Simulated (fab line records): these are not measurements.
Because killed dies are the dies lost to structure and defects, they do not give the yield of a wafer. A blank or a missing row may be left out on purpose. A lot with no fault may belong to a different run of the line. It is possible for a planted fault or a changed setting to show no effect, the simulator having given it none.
Chamber matching :: flow gf180mcu :: 3 sister chambers for GF_V1_CVD_02 on pecvd-04
The step deposits SiO2 from TEOS, target thk 850 nm, time 94.851 s. 3 wafers are shown with their chamber, then 9 later ones without.

== WAFERS PAIRED WITH THEIR CHAMBERS ==
wafer: L090.3
chamber: 2
heater power w (W): 575

wafer: L090.4
chamber: 1
heater power w (W): 504

wafer: L090.6
chamber: 0
heater power w (W): 518

== WAFERS WHOSE CHAMBER IS MISSING ==
wafer: L093.2
heater power w (W): 501

wafer: L093.3
heater power w (W): 672

wafer: L093.5
heater power w (W): 719

wafer: L095.1
heater power w (W): 526

wafer: L095.2
heater power w (W): 645

wafer: L095.3
heater power w (W): 502

wafer: L097.2
heater power w (W): 713

wafer: L097.3
heater power w (W): 622

wafer: L097.4
heater power w (W): 647

== WHICH CHAMBER EACH WENT THROUGH ==
wafer: L093.2
from the rows above: can't be placed: 1 or 0 or 2
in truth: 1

wafer: L093.3
from the rows above: can't be placed: 2 or 0 or 1
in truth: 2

wafer: L093.5
from the rows above: can't be placed: 2 or 0 or 1
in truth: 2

wafer: L095.1
from the rows above: can't be placed: 0 or 1 or 2
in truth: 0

wafer: L095.2
from the rows above: can't be placed: 2 or 0 or 1
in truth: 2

wafer: L095.3
from the rows above: can't be placed: 1 or 0 or 2
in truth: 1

wafer: L097.2
from the rows above: can't be placed: 2 or 0 or 1
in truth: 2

wafer: L097.3
from the rows above: can't be placed: 2 or 0 or 1
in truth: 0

wafer: L097.4
from the rows above: can't be placed: 2 or 0 or 1
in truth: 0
Correct placement for 0 of the 9. Not placeable from these rows: 9 (in 9, the candidates include the true chamber). Number placed wrongly: 0.
How it was worked out, from the rows above alone: a wafer's distance from a chamber is the root of the sum, over the readings, of the square of ((its reading less the chamber's mean) divided by the reading's scatter). The wafer belongs to the nearest chamber; if the next one is less than 2 further off, it can't be placed. A chamber's mean is the mean of its shown wafers. The scatter: root of mean squared gap, hidden wafer to nearest shown wafer, with one shown wafer a chamber.
